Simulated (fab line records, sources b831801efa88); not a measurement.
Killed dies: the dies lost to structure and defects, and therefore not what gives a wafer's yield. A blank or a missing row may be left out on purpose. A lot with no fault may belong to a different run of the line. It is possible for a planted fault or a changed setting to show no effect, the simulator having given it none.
fab line records	flow sky130
[record] lots = 6	wafers = 18	last_day = 50
route steps=708 shown NWELL@65 PAD_OPEN@708
lots that met no fault: from a run of the same line without faults
start_h: start of the lot's first displayed wafer, in hours after the record's first day	wait_h: hours from the lot's prior step to this one	" unchanged from the row above	L1.1+2: several wafers, shown together as one row	- value missing, or start not given	* or withheld: withheld	< > ~ a bound
route shown NAME@n: names a module that has steps shown in the file, with the first one's number in the route	usual: mean/standard deviation of fault-free wafers	same: alike in all rows	chamber/n: place in a boat	sites: the reading at each site	_std_site: the values' standard deviation	_edge_site: mean of outer sites minus mean of inner sites	radius_mm: for every site, how far away it sits from the centre of the wafer	mask NAME#n: copy n	behind: the most recent tool/chamber to have shaped the wafer	hold: reason for holding the lot/hours on hold/outcome of the hold	device: transistor that didn't switch, given as n, p or np	end of line: the tests these same wafers got at the end of their route	step lacking rows: just its recipe	killed: count of dies lost to structure and defects at first sort (not the wafer's yield)	map: a wafer's dies, marking killed ones x, the rest . and places with no die _
set.NAME: the setting the step ran with; set.NAME@STEP: the setting that earlier step ran with	model.NAME: the simulator's own value behind a step, which no gauge read
lots at some steps of the route; a table a step, a row a wafer
services: from which hour (start_h, from the record's first day; less than 0 if before it) a tool's chamber was out of use, for how many hours, and why
[[steps]]
[step SKY_NWELL_IMPLANT_12]
[recipe] species = P	energy_kev = 120	dose_cm2 = 1.3e+12	tilt_deg = withheld
[step SKY_NWELL_IMPLANT_13]
[recipe] species = P	energy_kev = 50	dose_cm2 = 7e+11	tilt_deg = withheld
[step SKY_NWELL_STRIP_14]
[recipe] chemistry = O2/N2	power_w = 1400	pressure_mtorr = 1500	platen_temp_c = withheld	o2_flow_sccm = 3000	n2_flow_sccm = 300	overash_fraction = 0.5
[usual] chamber_pressure_mTorr = 1499.9/1.5	drypump_motor_current_A = 5.6/0.65	oes_product_au = 0.722/0.0048	strip_time_to_endpoint_s = 36.91/0.096
lot.wafer	tool	chamber	start_h	wait_h	chamber_pressure_mTorr	drypump_motor_current_A	oes_product_au	rf_hours_counter_h	strip_time_to_endpoint_s
L930.2	plasma_asher-03	0	84.41	0.1	1499.6	6.2	0.720	41	36.84
L930.3	"	1	"	"	1502.8	4.9	0.727	-	36.77
L930.4	"	0	"	"	1501.3	6.2	0.721	-	36.72
L931.1	plasma_asher-03	0	93.04	0.1	1497.6	6.2	0.724	42	36.88
L931.2	"	1	"	"	1499.2	4.9	0.727	42	36.98
L931.4	"	0	"	"	1500.7	6.3	0.722	-	36.89
L938.2	plasma_asher-03	0	131.88	0.1	1501.4	6.2	0.711	46	36.98
L938.3	"	0	"	"	1500.8	6.2	0.730	-	36.99
L938.6	"	0	"	"	1500.4	6.2	0.720	-	36.93
L940.1	plasma_asher-03	0	141.29	0.1	1501.9	6.3	0.720	47	37.01
L940.3	"	0	"	"	1499.3	6.3	0.730	-	36.96
L940.6	"	0	"	"	1501.7	6.3	0.722	-	36.86
L949.1	plasma_asher-03	0	202.96	0.1	1501.7	6.2	0.715	53	36.73
L949.3	"	0	"	"	1500.9	6.3	0.723	-	36.85
L949.5	"	1	"	"	1496.8	4.9	0.721	-	36.91
L953.3	plasma_asher-04	0	221.67	0.1	1499.7	5.5	0.714	-	37.04
L953.4	"	1	"	"	1499.9	5.8	0.716	-	36.99
L953.5	"	1	"	"	1499.5	5.8	0.724	-	37.03
[step SKY_NWELL_TW_MEAS_15]
[usual] NWELL_TW = 1816/9.1
lot.wafer	tool	chamber	start_h	wait_h	NWELL_TW
L930.2	film_metro-03	-	84.52	0.1	1811
L930.3	"	-	"	"	1822
L930.4	"	-	"	"	1817
L931.1	film_metro-01	-	93.14	0.1	1817
L931.2	"	-	"	"	1815
L931.4	"	-	"	"	1812
L938.2	film_metro-01	-	131.99	0.1	1806
L938.3	"	-	"	"	1804
L938.6	"	-	"	"	1798
L940.1	film_metro-02	-	141.39	0.1	1821
L940.3	"	-	"	"	1825
L940.6	"	-	"	"	1825
L949.1	film_metro-01	-	203.06	0.1	1808
L949.3	"	-	"	"	1820
L949.5	"	-	"	"	1815
L953.3	film_metro-02	-	221.76	0.1	1823
L953.4	"	-	"	"	1831
L953.5	"	-	"	"	1831
[step SKY_NWELL_DEHYDRATE_16]
[recipe] temp_c = 200	time_s = 60
[step SKY_NWELL_HMDS_17]
[recipe] prime_time_s = 60	prime_temp_c = 120
[step SKY_NWELL_COAT_18]
[recipe] spin_rpm = 2000	resist_thk_nm = 3000
[step SKY_NWELL_SOFTBAKE_19]
[recipe] temp_c = 110	time_s = withheld
[step SKY_NWELL_EXPOSE_20]
[recipe] mask_id = NWM_COMPLEMENT	na = 0.6	source_shape = conventional	sigma_outer = 0.6	polarization = unpolarized	target_cd_nm = 840	dose_mj = 260
[step SKY_NWELL_PEB_21]
[recipe] temp_c = 115	time_s = withheld
[step SKY_NWELL_DEVELOP_22]
[recipe] wall_angle_deg = 90	developer = TMAH	develop_time_s = 60	dev_temp_c = 23
[step SKY_NWELL_OVL_MEAS_23]
[usual] NWELL_01_OVL = -0.6/1.3
lot.wafer	tool	chamber	start_h	wait_h	NWELL_01_OVL[nm]
L930.2	overlay-02	-	102.45	-	-0.8
L930.3	"	-	"	"	-1.2
L930.4	"	-	"	"	-1.0
L931.1	overlay-01	-	110.46	-	-1.4
L931.2	"	-	"	"	-2.5
L931.4	"	-	"	"	-1.1
L938.2	overlay-01	-	150.98	-	-2.1
L938.3	"	-	"	"	-0.1
L938.6	"	-	"	"	-0.5
L940.1	overlay-02	-	161.18	-	2.2
L940.3	"	-	"	"	1.5
L940.6	"	-	"	"	0.6
L949.1	overlay-02	-	224.58	-	0.7
L949.3	"	-	"	"	1.1
L949.5	"	-	"	"	-0.5
L953.3	overlay-01	-	243.75	-	-1.5
L953.4	"	-	"	"	-0.4
L953.5	"	-	"	"	-0.6
[step SKY_NWELL_IMPLANT_24]
[recipe] species = B	energy_kev = 140	dose_cm2 = 9.2e+12	tilt_deg = withheld
[usual] beam_energy_keV = 140.00/0.04	faraday_current_uA = 51.8/1.1
lot.wafer	tool	chamber	start_h	wait_h	beam_energy_keV	faraday_current_uA	model.implant.drp_nm
L930.2	implanter-04	0	102.50	0.0	140.03	49.7	95.47
L930.3	"	0	"	"	140.00	52.2	95.47
L930.4	"	0	"	"	140.04	52.0	95.47
L931.1	implanter-02	0	110.49	0.0	140.00	53.7	95.47
L931.2	"	0	"	"	140.01	52.7	95.47
L931.4	"	0	"	"	140.00	52.1	95.47
L938.2	implanter-02	0	151.04	0.0	153.29	53.7	98.85
L938.3	"	0	"	"	153.16	51.0	98.85
L938.6	"	0	"	"	153.29	52.1	98.85
L940.1	implanter-02	0	161.21	0.0	153.26	52.5	98.85
L940.3	"	0	"	"	153.28	53.3	98.85
L940.6	"	0	"	"	153.32	51.1	98.85
L949.1	implanter-03	0	224.61	0.0	140.01	50.0	95.47
L949.3	"	0	"	"	140.00	51.8	95.47
L949.5	"	0	"	"	140.02	54.4	95.47
L953.3	implanter-03	0	243.83	0.1	139.99	51.2	95.47
L953.4	"	0	"	"	140.02	51.4	95.47
L953.5	"	0	"	"	139.98	52.3	95.47
[step SKY_NWELL_STRIP_25]
[recipe] chemistry = O2/N2	power_w = 1400	pressure_mtorr = 1500	platen_temp_c = withheld	o2_flow_sccm = 3000	n2_flow_sccm = 300	overash_fraction = 0.5
[usual] chamber_pressure_mTorr = 1499.9/1.2	drypump_motor_current_A = 5.6/0.64	oes_product_au = 0.723/0.0048	strip_time_to_endpoint_s = 36.92/0.12
lot.wafer	tool	chamber	start_h	wait_h	chamber_pressure_mTorr	drypump_motor_current_A	oes_product_au	rf_hours_counter_h	strip_time_to_endpoint_s
L930.2	plasma_asher-02	0	102.63	0.1	1500.8	6.5	0.724	40	36.83
L930.3	"	1	"	"	1499.4	4.9	0.719	-	36.76
L930.4	"	0	"	"	1498.9	6.4	0.720	-	36.81
L931.1	plasma_asher-02	1	110.64	0.1	1496.6	4.9	0.723	41	36.78
L931.2	"	0	"	"	1500.4	6.4	0.720	41	36.79
L931.4	"	1	"	"	1500.6	4.9	0.726	-	36.89
L938.2	plasma_asher-04	1	151.16	0.1	1498.8	5.8	0.725	3	36.89
L938.3	"	1	"	"	1500.2	5.9	0.726	-	36.90
L938.6	"	1	"	"	1499.7	5.8	0.715	-	36.89
L940.1	plasma_asher-03	1	161.36	0.1	1499.6	4.9	0.730	49	36.87
L940.3	"	0	"	"	1500.7	6.2	0.717	-	36.83
L940.6	"	1	"	"	1498.9	4.9	0.718	-	36.89
L949.1	plasma_asher-04	1	224.76	0.1	1498.7	5.8	0.729	10	37.07
L949.3	"	0	"	"	1497.8	5.5	0.718	-	37.07
L949.5	"	1	"	"	1499.8	5.8	0.721	-	37.08
L953.3	plasma_asher-02	0	243.96	0.1	1498.6	6.4	0.721	-	36.93
L953.4	"	1	"	"	1499.3	4.8	0.732	-	36.91
L953.5	"	1	"	"	1498.8	4.9	0.723	-	36.89
[step SKY_PAD_OPEN_PROBE_99]
[usual] killed_at_M0_to_M3 = 43/6.8	killed_at_M4_up = 3.2/1.8	killed_at_contacts = 24/5.2	killed_at_front_end = 15/4.2	killed_at_other = 0.4/0.62	killed_dies = 85/8.7	killed_open = 46/6.7	killed_short = 39/5.9
[same] gross_dies = 492	killed_at_back_side = 0
lot.wafer	tool	chamber	start_h	wait_h	killed_at_M0_to_M3	killed_at_M4_up	killed_at_contacts	killed_at_front_end	killed_at_other	killed_dies	killed_open	killed_short	model.etest.pfet_16v.r_on_ohm_um	model.etest.res_iso_pwell.rs_ohm_sq	model.etest.res_iso_pwell.line_ohm_um	model.etest.res_deep_nwell.rs_ohm_sq	model.etest.tip_n_5v.rs_ohm_sq	model.etest.res_deep_nwell.line_ohm_um	model.etest.res_nwell.width_nm	model.etest.pfet_16v.drive_ua_um
L930.2	prober-01	-	1069.87	0.1	54	2	26	15	0	97	51	46	1.559e+04	3342	1265	2171	1402	725.1	835.2	241.3
L930.3	prober-01	-	1069.92	0.2	33	2	45	10	0	90	43	47	1.556e+04	3330	1259	2177	1409	729	842.2	239
L930.4	prober-01	-	1069.97	0.2	46	1	28	10	0	85	51	33	1.516e+04	3130	1186	2166	1391	727.4	840.3	243.6
L931.1	prober-02	-	1078.96	0.1	58	4	20	7	0	89	52	37	1.515e+04	3153	1185	2165	1395	720.3	845	249.2
L931.2	prober-02	-	1079.01	0.1	38	0	30	12	0	80	37	43	1.495e+04	3132	1179	2148	1399	725.9	838.7	252
L931.4	prober-02	-	1079.11	0.2	30	1	25	17	0	73	38	35	1.526e+04	3328	1249	2166	1382	717.1	835.8	250.8
L938.2	prober-02	-	1125.40	0.1	55	2	27	6	0	90	50	40	1.588e+04	2343	880.4	2331	1364	781.5	814.6	233.1
L938.3	prober-02	-	1125.45	0.2	38	5	29	7	1	80	38	42	1.603e+04	2413	899.6	2333	1355	782.7	813.1	230.3
L938.6	prober-02	-	1125.60	0.2	38	4	15	15	0	72	41	31	1.576e+04	2253	855.6	2362	1358	782.9	812.2	235.1
L940.1	prober-02	-	1139.61	0.1	33	9	30	14	0	86	51	34	1.55e+04	2490	927.9	2242	1348	753.9	825	233.5
L940.3	prober-02	-	1139.71	0.2	39	5	29	18	1	92	53	37	1.546e+04	2461	930.4	2244	1346	747	833	232.7
L940.6	prober-02	-	1139.86	0.2	51	2	23	15	0	91	57	34	1.552e+04	2556	958.8	2222	1342	744.4	824.2	232.1
L949.1	prober-01	-	1181.44	0.1	45	4	20	17	0	86	36	50	1.518e+04	2640	1005	2194	1358	730.7	831.9	240.5
L949.3	prober-01	-	1181.54	0.2	33	2	26	20	0	81	41	40	1.545e+04	2724	1020	2194	1365	739.2	827.9	238.6
L949.5	prober-01	-	1181.64	0.2	34	1	24	13	1	73	42	31	1.516e+04	2599	985.5	2211	1363	750.4	825.1	240
L953.3	prober-01	-	1191.26	0.2	45	1	20	17	1	84	51	32	1.573e+04	3506	1330	2191	1405	732.7	851.9	239.9
L953.4	prober-01	-	1191.31	0.2	48	5	18	10	0	81	47	34	1.543e+04	3295	1260	2199	1399	730.2	848.4	242.5
L953.5	prober-01	-	1191.36	0.2	27	1	19	17	1	65	37	27	1.55e+04	3352	1285	2186	1403	731.5	849.9	241.3
// killed by level:class
L930.2 VIA1:geometric_particle:open=15 CONTACT:geometric_particle:open=10 METAL1:geometric_particle:short=7 VIA1:geometric_particle:short=7 LOCAL_INTERCONNECT:geometric_particle:short=6 VIA2:geometric_particle:open=5 METAL2:geometric_particle:short=5 VIA3:geometric_particle:open=4
L930.3 CONTACT:geometric_particle:open=14 LI_CONTACT:geometric_particle:open=12 CONTACT:geometric_particle:short=8 VIA3:geometric_particle:short=7 LI_CONTACT:geometric_particle:short=5 LOCAL_INTERCONNECT:geometric_particle:short=5 METAL1:geometric_particle:short=5 VIA1:geometric_particle:short=5
L930.4 VIA1:geometric_particle:open=14 CONTACT:geometric_particle:open=8 LI_CONTACT:geometric_particle:open=7 CONTACT:geometric_particle:short=5 VIA3:geometric_particle:open=5 LI_CONTACT:geometric_particle:short=4 METAL2:geometric_particle:open=4 VIA3:geometric_particle:short=4
L931.1 VIA1:geometric_particle:open=13 CONTACT:geometric_particle:open=8 METAL2:geometric_particle:short=8 VIA3:geometric_particle:open=8 VIA1:geometric_particle:short=7 VIA2:geometric_particle:open=6 VIA3:geometric_particle:short=5 LI_CONTACT:geometric_particle:open=4
L931.2 CONTACT:geometric_particle:open=10 CONTACT:geometric_particle:short=9 VIA1:geometric_particle:open=9 VIA1:geometric_particle:short=7 METAL2:geometric_particle:short=5 LOCAL_INTERCONNECT:geometric_particle:short=4 POLY_GATE:geometric_particle:open=4 VIA2:geometric_particle:short=4
L931.4 CONTACT:geometric_particle:open=11 VIA1:geometric_particle:open=7 FIELD_ISO:geometric_particle:open=6 LI_CONTACT:geometric_particle:open=6 VIA1:geometric_particle:short=5 METAL1:geometric_particle:short=4 VIA3:geometric_particle:open=4 FIELD_ISO:geometric_particle:short=3
L938.2 VIA1:geometric_particle:open=11 VIA2:geometric_particle:open=9 METAL1:geometric_particle:short=8 LOCAL_INTERCONNECT:geometric_particle:short=7 METAL2:geometric_particle:short=6 LI_CONTACT:geometric_particle:open=6 CONTACT:geometric_particle:open=6 VIA2:geometric_particle:short=5
L938.3 LI_CONTACT:geometric_particle:open=8 CONTACT:geometric_particle:open=8 CONTACT:geometric_particle:short=7 METAL1:geometric_particle:short=7 VIA1:geometric_particle:open=7 VIA3:geometric_particle:open=7 VIA1:geometric_particle:short=5 LOCAL_INTERCONNECT:geometric_particle:short=4
L938.6 VIA2:geometric_particle:open=12 VIA1:geometric_particle:open=7 FIELD_ISO:geometric_particle:short=5 CONTACT:geometric_particle:short=5 METAL1:geometric_particle:short=5 VIA3:geometric_particle:open=4 POLY_GATE:geometric_particle:open=4 CONTACT:geometric_particle:open=4
L940.1 CONTACT:geometric_particle:open=14 VIA1:geometric_particle:open=11 CONTACT:geometric_particle:short=6 VIA1:geometric_particle:short=5 METAL4:geometric_particle:short=5 FIELD_ISO:geometric_particle:open=4 POLY_GATE:geometric_particle:open=4 LI_CONTACT:geometric_particle:open=4
L940.3 CONTACT:geometric_particle:open=13 VIA1:geometric_particle:open=8 VIA2:geometric_particle:open=8 VIA3:geometric_particle:open=7 LOCAL_INTERCONNECT:geometric_particle:short=5 POLY_GATE:geometric_particle:open=4 POLY_GATE:geometric_particle:short=4 LI_CONTACT:geometric_particle:open=4
L940.6 VIA3:geometric_particle:open=10 CONTACT:geometric_particle:open=9 VIA1:geometric_particle:open=9 LI_CONTACT:geometric_particle:open=7 FIELD_ISO:geometric_particle:open=6 METAL1:geometric_particle:short=6 VIA1:geometric_particle:short=6 VIA2:geometric_particle:open=6
L949.1 METAL1:geometric_particle:short=10 VIA1:geometric_particle:open=9 METAL2:geometric_particle:short=7 LOCAL_INTERCONNECT:geometric_particle:short=6 CONTACT:geometric_particle:open=6 VIA3:geometric_particle:short=6 SPACER:geometric_particle:open=5 VIA1:geometric_particle:short=5
L949.3 VIA1:geometric_particle:open=8 FIELD_ISO:geometric_particle:short=7 METAL1:geometric_particle:short=7 LI_CONTACT:geometric_particle:open=7 CONTACT:geometric_particle:open=7 FIELD_ISO:geometric_particle:open=6 CONTACT:geometric_particle:short=6 LOCAL_INTERCONNECT:geometric_particle:short=4
L949.5 CONTACT:geometric_particle:open=13 VIA3:geometric_particle:open=8 VIA2:geometric_particle:open=5 CONTACT:geometric_particle:short=4 VIA1:geometric_particle:open=4 METAL1:geometric_particle:short=4 METAL2:geometric_particle:short=4 FIELD_ISO:geometric_particle:short=3
L953.3 CONTACT:geometric_particle:open=12 VIA3:geometric_particle:open=10 VIA2:geometric_particle:open=7 VIA1:geometric_particle:open=7 FIELD_ISO:geometric_particle:short=5 FIELD_ISO:geometric_particle:open=4 LI_CONTACT:geometric_particle:open=4 VIA2:geometric_particle:short=4
L953.4 VIA3:geometric_particle:open=10 VIA1:geometric_particle:open=9 VIA2:geometric_particle:open=9 CONTACT:geometric_particle:open=8 LI_CONTACT:geometric_particle:open=6 FIELD_ISO:geometric_particle:short=5 METAL4:geometric_particle:short=5 VIA1:geometric_particle:short=4
L953.5 LI_CONTACT:geometric_particle:open=10 VIA2:geometric_particle:open=6 CONTACT:geometric_particle:short=4 VIA1:geometric_particle:open=4 VIA3:geometric_particle:open=4 FIELD_ISO:geometric_particle:short=3 POLY_GATE:geometric_particle:short=3 SPACER:geometric_particle:open=3
[[services]]
tool	chamber	start_h	hours	kind
implanter-04	-	82.60	0.7	repair
plasma_asher-04	-	108.75	9.0	pm
plasma_asher-04	0	108.75	9.0	vent_cycle
plasma_asher-04	1	108.75	9.0	vent_cycle
plasma_asher-04	0	117.75	-	clean
plasma_asher-04	1	117.75	-	clean
implanter-04	-	136.49	4.0	repair
plasma_asher-04	-	141.71	4.5	repair
implanter-04	-	147.27	163.1	pm
plasma_asher-02	-	155.94	14.6	pm
plasma_asher-03	-	170.99	1.3	repair
implanter-03	-	189.38	0.7	repair
plasma_asher-04	-	195.30	4.3	repair
implanter-02	-	212.21	4.0	pm
implanter-02	-	227.04	106.0	repair
[[key]]
[first_sign] step = SKY_NWELL_IMPLANT_24	reading = beam_energy_keV	direction = up	sigmas = 99+	usual = *	struck = *
effect none on later readings
[model_effect] step = SKY_NWELL_IMPLANT_24	value = implant.drp_nm	without = 95.47	struck = 98.85
[model_effect] step = SKY_PAD_OPEN_PROBE_99	value = etest.pfet_16v.r_on_ohm_um	without = 1.511e+04	struck = 1.569e+04
met_at SKY_NWELL_IMPLANT_24
struck_wafers L938.2,L938.3,L938.6,L940.1,L940.3,L940.6
tester_left_out L938,L940
onset_between 110.49 151.04
[fault] kind = process_parameter_drift	tool = implanter-02	chamber = -	onset_h = 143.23	steps = SKY_NWELL_IMPLANT_24	channel = energy_kev	offset = *	shape = step	end_h = 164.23	acts_in = *	stated = *
// tester_left_out: of these lots the tester's yield and bins aren't shown, on N5 and GAA mostly nor the transistor test; their killed dies are dies lost to structure and defects alone, not to doping, threshold or leakage, so they don't give the yield
